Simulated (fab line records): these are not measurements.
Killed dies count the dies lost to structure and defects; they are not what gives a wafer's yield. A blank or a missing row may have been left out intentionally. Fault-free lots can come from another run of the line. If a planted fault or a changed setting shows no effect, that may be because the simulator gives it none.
fab line records | flow sky130
record: lots: 11 | wafers: 33 | lastDay: 50
route steps=708 shown LDD_HVN@274 POLY_CUT@315 SD_N@356 SD_P@359
lots that met no fault: from a run of the same line without faults
startH: hours from the record's opening day to when the first of the lot's shown wafers began | waitH: how many hours have passed since the lot's step before this one | " unchanged from the row above | L1.1+2: a single row standing in for several wafers | - either no value or no given start | * or withheld: withheld | < > ~ a bound
route shown NAME@n: names a module that has steps shown in the file, with the first one's number in the route | usual: the fault-free wafers' mean and standard deviation | same: alike in all rows | chamber/n: place in a boat | sites: each site's reading | _std_site: standard deviation of those values | _edge_site: outer sites' mean less inner sites' | radiusMm: for every site, how far away it sits from the centre of the wafer | mask NAME#n: copy n | behind: the most recent tool/chamber to have shaped the wafer | hold: why the lot was held/for how many hours/how that ended | device: which transistor (n, p or np) failed to switch | end of line: tests run on the same wafers once the route is complete | for a step that has no rows: nothing shown but its recipe | killed: dies lost to structure and defects at the first sort, not the wafer's yield | map: dies across one wafer; x = killed, . = not, _ = none there
set.NAME: the setting that was run; set.NAME@STEP: the one run at that earlier step | model.NAME: the simulator's own value behind a step, which no gauge read
route steps across a sampled set of lots; one table per step, one row per wafer
services: when a tool's chamber went out of use (startH, in hours from the record's first day, below 0 if earlier), for how many hours, and the reason
== steps ==
step: SKY_LDD_HVN_OVL_MEAS_07
usual: LDD_HVN_OVL: -1.1/1.4
lot.wafer | tool       | chamber | startH | waitH | LDD_HVN_OVL[nm]
L671.2    | overlay-02 | -       | 472.75 | 0.1   | -2.4
L671.3    | "          | -       | "      | "     | -3.0
L671.5    | "          | -       | "      | "     | -2.8
L672.3    | overlay-02 | -       | 476.87 | 0.1   | 1.2
L672.4    | "          | -       | "      | "     | -0.9
L672.6    | "          | -       | "      | "     | -0.9
L673.1    | overlay-02 | -       | 484.84 | 0.1   | 1.2
L673.2    | "          | -       | "      | "     | 1.6
L673.6    | "          | -       | "      | "     | 1.8
L675.3    | overlay-01 | -       | 507.30 | 0.1   | -1.4
L675.4    | "          | -       | "      | "     | -2.4
L675.5    | "          | -       | "      | "     | 0.1
L677.2    | overlay-02 | -       | 527.36 | 0.1   | 0.7
L677.3    | "          | -       | "      | "     | 0.8
L677.4    | "          | -       | "      | "     | -0.2
L686.1    | overlay-02 | -       | 599.89 | 0.1   | -2.4
L686.5    | "          | -       | "      | "     | -0.3
L686.6    | "          | -       | "      | "     | -0.3
L687.2    | overlay-02 | -       | 608.36 | 0.1   | -1.5
L687.4    | "          | -       | "      | "     | -2.4
L687.6    | "          | -       | "      | "     | -2.3
L688.1    | overlay-02 | -       | 616.12 | 0.1   | -0.2
L688.4    | "          | -       | "      | "     | -1.0
L688.5    | "          | -       | "      | "     | -1.1
L689.1    | overlay-02 | -       | 621.95 | 0.1   | -1.9
L689.2    | "          | -       | "      | "     | -1.1
L689.3    | "          | -       | "      | "     | -1.6
L691.1    | overlay-01 | -       | 638.35 | 0.1   | -0.7
L691.2    | "          | -       | "      | "     | -0.3
L691.6    | "          | -       | "      | "     | -3.1
L693.2    | overlay-01 | -       | 650.54 | 0.1   | 1.1
L693.5    | "          | -       | "      | "     | 1.5
L693.6    | "          | -       | "      | "     | 2.3
step: SKY_LDD_HVN_STRIP_09
recipe: chemistry: O2/N2 | powerW: 1400 | pressureMtorr: 1500 | platenTempC: withheld | o2FlowSccm: 3000 | n2FlowSccm: 300 | overashFraction: 0.5
usual: chamberPressureMTorr: 1500.0/1.3 | drypumpMotorCurrentA: 5.8/0.41 | oesProductAu: 0.408/0.0044 | stripTimeToEndpointS: 4.136/0.014
lot.wafer | tool           | chamber | startH | waitH | chamberPressureMTorr | drypumpMotorCurrentA | oesProductAu | rfHoursCounterH | stripTimeToEndpointS
L671.2    | plasmaAsher-02 | 1       | 472.93 | 0.1   | 1501.0               | 5.7                  | 0.400        | 35              | 4.133
L671.3    | "              | 1       | "      | "     | 1501.2               | 5.7                  | 0.407        | -               | 4.138
L671.5    | "              | 1       | "      | "     | 1499.0               | 5.7                  | 0.406        | -               | 4.106
L672.3    | plasmaAsher-01 | 0       | 477.07 | 0.1   | 1498.6               | 5.8                  | 0.410        | -               | 4.143
L672.4    | "              | 1       | "      | "     | 1501.5               | 5.9                  | 0.411        | -               | 4.139
L672.6    | "              | 0       | "      | "     | 1501.0               | 5.8                  | 0.409        | -               | 4.117
L673.1    | plasmaAsher-03 | 0       | 485.03 | 0.1   | 1500.5               | 6.4                  | 0.405        | 66              | 4.136
L673.2    | "              | 1       | "      | "     | 1498.0               | 5.3                  | 0.412        | 66              | 4.124
L673.6    | "              | 1       | "      | "     | 1499.7               | 5.3                  | 0.408        | -               | 4.125
L675.3    | plasmaAsher-02 | 1       | 507.51 | 0.1   | 1500.4               | 5.7                  | 0.416        | -               | 4.139
L675.4    | "              | 0       | "      | "     | 1501.6               | 5.4                  | 0.401        | -               | 4.152
L675.5    | "              | 1       | "      | "     | 1501.0               | 5.7                  | 0.411        | -               | 4.119
L677.2    | plasmaAsher-02 | 1       | 527.54 | 0.1   | 1498.5               | 5.6                  | 0.405        | 41              | 4.118
L677.3    | "              | 1       | "      | "     | 1500.9               | 5.6                  | 0.413        | -               | 4.114
L677.4    | "              | 0       | "      | "     | 1499.0               | 5.4                  | 0.401        | -               | 4.133
L686.1    | plasmaAsher-03 | 1       | 600.07 | 0.1   | 1498.9               | 5.3                  | 0.407        | 77              | 4.122
L686.5    | "              | 0       | "      | "     | 1499.3               | 6.4                  | 0.413        | -               | 4.133
L686.6    | "              | 1       | "      | "     | 1500.3               | 5.3                  | 0.411        | -               | 4.123
L687.2    | plasmaAsher-03 | 0       | 608.54 | 0.1   | 1501.2               | 6.4                  | 0.413        | 78              | 4.130
L687.4    | "              | 1       | "      | "     | 1500.0               | 5.3                  | 0.416        | -               | 4.134
L687.6    | "              | 1       | "      | "     | 1498.6               | 5.3                  | 0.410        | -               | 4.113
L688.1    | plasmaAsher-01 | 0       | 616.31 | 0.1   | 1501.6               | 5.8                  | 0.410        | 20              | 4.155
L688.4    | "              | 1       | "      | "     | 1499.6               | 5.9                  | 0.413        | -               | 4.158
L688.5    | "              | 0       | "      | "     | 1499.2               | 5.7                  | 0.406        | -               | 4.155
L689.1    | plasmaAsher-03 | 0       | 622.14 | 0.1   | 1498.6               | 6.4                  | 0.403        | 80              | 4.128
L689.2    | "              | 1       | "      | "     | 1498.9               | 5.3                  | 0.414        | 80              | 4.113
L689.3    | "              | 1       | "      | "     | 1499.2               | 5.3                  | 0.408        | -               | 4.123
L691.1    | plasmaAsher-03 | 1       | 638.54 | 0.1   | 1498.9               | 5.3                  | 0.414        | 82              | 4.150
L691.2    | "              | 0       | "      | "     | 1500.9               | 6.3                  | 0.410        | 82              | 4.145
L691.6    | "              | 1       | "      | "     | 1499.3               | 5.3                  | 0.409        | -               | 4.144
L693.2    | plasmaAsher-03 | 0       | 650.72 | 0.1   | 1499.0               | 6.4                  | 0.402        | 84              | 4.132
L693.5    | "              | 0       | "      | "     | 1500.9               | 6.4                  | 0.408        | -               | 4.121
L693.6    | "              | 1       | "      | "     | 1498.3               | 5.3                  | 0.404        | -               | 4.130
step: SKY_POLY_CUT_CD_MEAS_08
recipe: targetCdNm: 270
usual: cdNm: 269.8/1.6
lot.wafer | tool     | chamber | startH | waitH | cdNm
L671.2    | cdSem-02 | -       | 564.36 | -     | 268.1
L671.3    | "        | -       | "      | "     | 269.7
L671.5    | "        | -       | "      | "     | 269.1
L672.3    | cdSem-01 | -       | 568.83 | -     | 268.3
L672.4    | "        | -       | "      | "     | 268.5
L672.6    | "        | -       | "      | "     | 269.5
L673.1    | cdSem-01 | -       | 576.54 | -     | 269.5
L673.2    | "        | -       | "      | "     | 268.7
L673.6    | "        | -       | "      | "     | 269.2
L675.3    | cdSem-01 | -       | 598.24 | -     | 268.6
L675.4    | "        | -       | "      | "     | 267.7
L675.5    | "        | -       | "      | "     | 268.7
L677.2    | cdSem-02 | -       | 618.51 | -     | 268.3
L677.3    | "        | -       | "      | "     | 267.0
L677.4    | "        | -       | "      | "     | 267.1
L686.1    | cdSem-01 | -       | 686.90 | -     | 268.9
L686.5    | "        | -       | "      | "     | 270.6
L686.6    | "        | -       | "      | "     | 270.0
L687.2    | cdSem-01 | -       | 695.92 | -     | 270.8
L687.4    | "        | -       | "      | "     | 269.5
L687.6    | "        | -       | "      | "     | 270.2
L688.1    | cdSem-01 | -       | 707.60 | -     | 271.2
L688.4    | "        | -       | "      | "     | 271.6
L688.5    | "        | -       | "      | "     | 272.0
L689.1    | cdSem-01 | -       | 709.95 | -     | 270.7
L689.2    | "        | -       | "      | "     | 271.5
L689.3    | "        | -       | "      | "     | 270.0
L691.1    | cdSem-02 | -       | 726.10 | -     | 269.0
L691.2    | "        | -       | "      | "     | 268.6
L691.6    | "        | -       | "      | "     | 269.7
L693.2    | cdSem-01 | -       | 736.32 | -     | 270.7
L693.5    | "        | -       | "      | "     | 270.5
L693.6    | "        | -       | "      | "     | 272.0
step: SKY_SD_N_RTA_14
recipe: tempC: 1075 | timeS: 2 | idleTempC: 650 | rampUpCPerS: 150 | rampDownCPerS: 90 | ambient: N2
usual: chamberO2Ppm: 1.999/0.021 | lampPowerPct: 15.73/0.054 | wafer_temp_C_max: 1078.1/1.4
lot.wafer | tool         | chamber | startH | waitH | chamberO2Ppm | lampPowerPct | wafer_temp_C_max
L671.2    | rtpAnneal-01 | 0       | 652.42 | 0.0   | 2.047        | 15.66        | 1078.6
L671.3    | "            | 0       | "      | "     | 2.031        | 15.82        | 1079.7
L671.5    | "            | 0       | "      | "     | 2.029        | 15.65        | 1078.5
L672.3    | rtpAnneal-02 | 0       | 655.76 | 0.0   | 2.013        | 15.87        | 1076.9
L672.4    | "            | 0       | "      | "     | 2.007        | 15.82        | 1078.6
L672.6    | "            | 0       | "      | "     | 2.021        | 15.73        | 1077.5
L673.1    | rtpAnneal-01 | 0       | 662.69 | 0.0   | 2.009        | 15.77        | 1079.7
L673.2    | "            | 0       | "      | "     | 1.983        | 15.73        | 1078.2
L673.6    | "            | 0       | "      | "     | 1.996        | 15.73        | 1079.5
L675.3    | rtpAnneal-01 | 0       | 684.61 | 0.0   | 2.000        | 15.72        | 1077.9
L675.4    | "            | 0       | "      | "     | 1.992        | 15.79        | 1078.1
L675.5    | "            | 0       | "      | "     | 1.995        | 15.72        | 1079.6
L677.2    | rtpAnneal-01 | 0       | 704.73 | 0.0   | 1.973        | 15.77        | 1077.3
L677.3    | "            | 0       | "      | "     | 1.969        | 15.75        | 1080.1
L677.4    | "            | 0       | "      | "     | 2.008        | 15.71        | 1079.2
L686.1    | rtpAnneal-01 | 0       | 771.55 | 0.0   | 1.959        | 15.21        | 1082.4
L686.5    | "            | 0       | "      | "     | 1.948        | 15.16        | 1077.1
L686.6    | "            | 0       | "      | "     | 1.946        | 15.28        | 1078.6
L687.2    | rtpAnneal-02 | 0       | 777.36 | 0.0   | 2.008        | 15.70        | 1076.9
L687.4    | "            | 0       | "      | "     | 2.017        | 15.70        | 1077.8
L687.6    | "            | 0       | "      | "     | 2.003        | 15.71        | 1078.0
L688.1    | rtpAnneal-01 | 0       | 789.79 | 0.0   | 2.001        | 15.21        | 1078.0
L688.4    | "            | 0       | "      | "     | 2.007        | 15.25        | 1077.7
L688.5    | "            | 0       | "      | "     | 2.019        | 15.25        | 1080.6
L689.1    | rtpAnneal-02 | 0       | 793.19 | 0.0   | 2.003        | 15.72        | 1079.4
L689.2    | "            | 0       | "      | "     | 2.028        | 15.84        | 1078.8
L689.3    | "            | 0       | "      | "     | 1.995        | 15.76        | 1076.7
L691.1    | rtpAnneal-02 | 0       | 807.62 | 0.0   | 1.973        | 15.75        | 1075.6
L691.2    | "            | 0       | "      | "     | 1.981        | 15.78        | 1078.5
L691.6    | "            | 0       | "      | "     | 1.972        | 15.70        | 1077.2
L693.2    | rtpAnneal-02 | 0       | 816.22 | 0.0   | 1.989        | 15.77        | 1079.6
L693.5    | "            | 0       | "      | "     | 1.985        | 15.68        | 1081.3
L693.6    | "            | 0       | "      | "     | 2.001        | 15.67        | 1077.5
step: SKY_SD_N_RS_MEAS_16
recipe: thkMeasGauge: four-point-probe
usual: SD_N_RS: 68.60/0.11
lot.wafer | tool         | chamber | startH | waitH | hold                    | SD_N_RS[ohm/sq]
L671.2    | filmMetro-01 | -       | 652.60 | 0.1   | -                       | 68.58
L671.3    | "            | -       | "      | "     | -                       | 68.62
L671.5    | "            | -       | "      | "     | -                       | 68.51
L672.3    | filmMetro-04 | -       | 655.96 | 0.1   | -                       | 68.49
L672.4    | "            | -       | "      | "     | -                       | 68.43
L672.6    | "            | -       | "      | "     | -                       | 68.71
L673.1    | filmMetro-04 | -       | 662.86 | 0.1   | -                       | 68.64
L673.2    | "            | -       | "      | "     | -                       | 68.47
L673.6    | "            | -       | "      | "     | -                       | 68.65
L675.3    | filmMetro-04 | -       | 684.81 | 0.1   | -                       | 68.51
L675.4    | "            | -       | "      | "     | -                       | 68.47
L675.5    | "            | -       | "      | "     | -                       | 68.46
L677.2    | filmMetro-04 | -       | 704.91 | 0.1   | -                       | 68.60
L677.3    | "            | -       | "      | "     | -                       | 68.43
L677.4    | "            | -       | "      | "     | -                       | 68.54
L686.1    | filmMetro-02 | -       | 771.73 | 0.1   | awaitDispo/0.2h/release | 70.83
L686.5    | "            | -       | "      | "     | awaitDispo/0.2h/release | 70.72
L686.6    | "            | -       | "      | "     | awaitDispo/0.2h/release | 70.94
L686.1    | filmMetro-02 | -       | 772.09 | 0.3   | -                       | 70.76
L686.5    | "            | -       | "      | "     | -                       | 70.87
L686.6    | "            | -       | "      | "     | -                       | 70.82
L687.2    | filmMetro-04 | -       | 777.55 | 0.1   | -                       | 68.72
L687.4    | "            | -       | "      | "     | -                       | 68.47
L687.6    | "            | -       | "      | "     | -                       | 68.76
L688.1    | filmMetro-04 | -       | 790.02 | 0.1   | awaitDispo/0.2h/release | 70.86
L688.4    | "            | -       | "      | "     | awaitDispo/0.2h/release | 70.76
L688.5    | "            | -       | "      | "     | awaitDispo/0.2h/release | 70.75
L688.1    | filmMetro-04 | -       | 790.38 | 0.3   | -                       | 70.81
L688.4    | "            | -       | "      | "     | -                       | 70.88
L688.5    | "            | -       | "      | "     | -                       | 70.90
L689.1    | filmMetro-04 | -       | 793.37 | 0.1   | -                       | 68.68
L689.2    | "            | -       | "      | "     | -                       | 68.54
L689.3    | "            | -       | "      | "     | -                       | 68.49
L691.1    | filmMetro-04 | -       | 807.79 | 0.1   | -                       | 68.52
L691.2    | "            | -       | "      | "     | -                       | 68.46
L691.6    | "            | -       | "      | "     | -                       | 68.49
L693.2    | filmMetro-04 | -       | 816.40 | 0.1   | -                       | 68.75
L693.5    | "            | -       | "      | "     | -                       | 68.61
L693.6    | "            | -       | "      | "     | -                       | 68.59
step: SKY_SD_N_RS_MEAS_17
recipe: thkMeasGauge: four-point-probe
usual: SD_P_RS: 147.1/0.37
lot.wafer | tool         | chamber | startH | waitH | hold                    | SD_P_RS[ohm/sq]
L671.2    | filmMetro-01 | -       | 652.72 | 0.1   | -                       | 147.3
L671.3    | "            | -       | "      | "     | -                       | 146.7
L671.5    | "            | -       | "      | "     | -                       | 146.8
L672.3    | filmMetro-04 | -       | 656.08 | 0.1   | -                       | 147.2
L672.4    | "            | -       | "      | "     | -                       | 147.2
L672.6    | "            | -       | "      | "     | -                       | 147.0
L673.1    | filmMetro-04 | -       | 662.98 | 0.1   | -                       | 146.6
L673.2    | "            | -       | "      | "     | -                       | 146.5
L673.6    | "            | -       | "      | "     | -                       | 146.9
L675.3    | filmMetro-04 | -       | 684.93 | 0.1   | -                       | 147.0
L675.4    | "            | -       | "      | "     | -                       | 147.2
L675.5    | "            | -       | "      | "     | -                       | 146.7
L677.2    | filmMetro-04 | -       | 705.03 | 0.1   | -                       | 146.8
L677.3    | "            | -       | "      | "     | -                       | 146.7
L677.4    | "            | -       | "      | "     | -                       | 147.0
L687.2    | filmMetro-04 | -       | 777.67 | 0.1   | -                       | 147.2
L687.4    | "            | -       | "      | "     | -                       | 147.3
L687.6    | "            | -       | "      | "     | -                       | 147.4
L686.1    | filmMetro-02 | -       | 780.28 | 8.2   | awaitDispo/0.2h/release | 160.0
L686.5    | "            | -       | "      | "     | awaitDispo/0.2h/release | 159.9
L686.6    | "            | -       | "      | "     | awaitDispo/0.2h/release | 160.1
L686.1    | filmMetro-02 | -       | 780.57 | 0.3   | -                       | 159.3
L686.5    | "            | -       | "      | "     | -                       | 159.9
L686.6    | "            | -       | "      | "     | -                       | 159.9
L689.1    | filmMetro-04 | -       | 793.49 | 0.1   | -                       | 147.4
L689.2    | "            | -       | "      | "     | -                       | 147.8
L689.3    | "            | -       | "      | "     | -                       | 147.1
L688.1    | filmMetro-04 | -       | 793.73 | 3.3   | awaitDispo/0.2h/release | 159.4
L688.4    | "            | -       | "      | "     | awaitDispo/0.2h/release | 159.5
L688.5    | "            | -       | "      | "     | awaitDispo/0.2h/release | 158.8
L688.1    | filmMetro-04 | -       | 794.01 | 0.3   | -                       | 159.6
L688.4    | "            | -       | "      | "     | -                       | 159.4
L688.5    | "            | -       | "      | "     | -                       | 159.1
L691.1    | filmMetro-04 | -       | 807.91 | 0.1   | -                       | 147.1
L691.2    | "            | -       | "      | "     | -                       | 146.3
L691.6    | "            | -       | "      | "     | -                       | 147.0
L693.2    | filmMetro-04 | -       | 816.52 | 0.1   | -                       | 147.3
L693.5    | "            | -       | "      | "     | -                       | 147.2
L693.6    | "            | -       | "      | "     | -                       | 147.6
== services ==
tool           | chamber | startH | hours | kind
rtpAnneal-01   | -       | 486.33 | 8.4   | pm
plasmaAsher-03 | -       | 519.73 | 14.6  | pm
rtpAnneal-01   | -       | 575.75 | 64.6  | pm
plasmaAsher-02 | -       | 581.46 | 103.8 | repair
plasmaAsher-02 | -       | 648.52 | 0.9   | repair
plasmaAsher-01 | -       | 675.86 | 1.1   | repair
plasmaAsher-02 | -       | 734.70 | 1.1   | repair
rtpAnneal-01   | -       | 736.88 | 1.0   | repair
plasmaAsher-02 | -       | 751.07 | 14.6  | pm
plasmaAsher-02 | -       | 796.57 | 3.4   | repair
== key ==
firstSign: step: SKY_SD_N_RTA_14 | reading: lampPowerPct | direction: down | sigmas: 9.4 | usual: 15.73 | struck: 15.23
effect: step: SKY_SD_N_RS_MEAS_16 | reading: visit | direction: added
effect: step: SKY_SD_N_RS_MEAS_16 | reading: SD_N_RS | direction: up | sigmas: 20 | usual: 68.60 | struck: 70.81
effect: step: SKY_SD_N_RS_MEAS_17 | reading: visit | direction: added
effect: step: SKY_SD_N_RS_MEAS_17 | reading: SD_P_RS | direction: up | sigmas: 34 | usual: 147.1 | struck: 159.6
metAt SKY_SD_N_RTA_14
struckLots L686,L688
testerLeftOut L686,L688
notActingAt SKY_LDD_HVN_OVL_MEAS_07,SKY_LDD_HVN_STRIP_09,SKY_POLY_CUT_CD_MEAS_08
onsetBetween 704.73 771.55
fault: kind: processParameterDrift | tool: rtpAnneal-01 | chamber: - | onsetH: 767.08 | steps: SKY_SD_N_RTA_14 | channel: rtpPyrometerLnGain | offset: 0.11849 | shape: step | endH: 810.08
testerLeftOut: of these lots the tester's yield and bins aren't shown, on N5 and GAA mostly nor the transistor test; their killed dies are dies lost to structure and defects alone, not to doping, threshold or leakage, so they don't give the yield
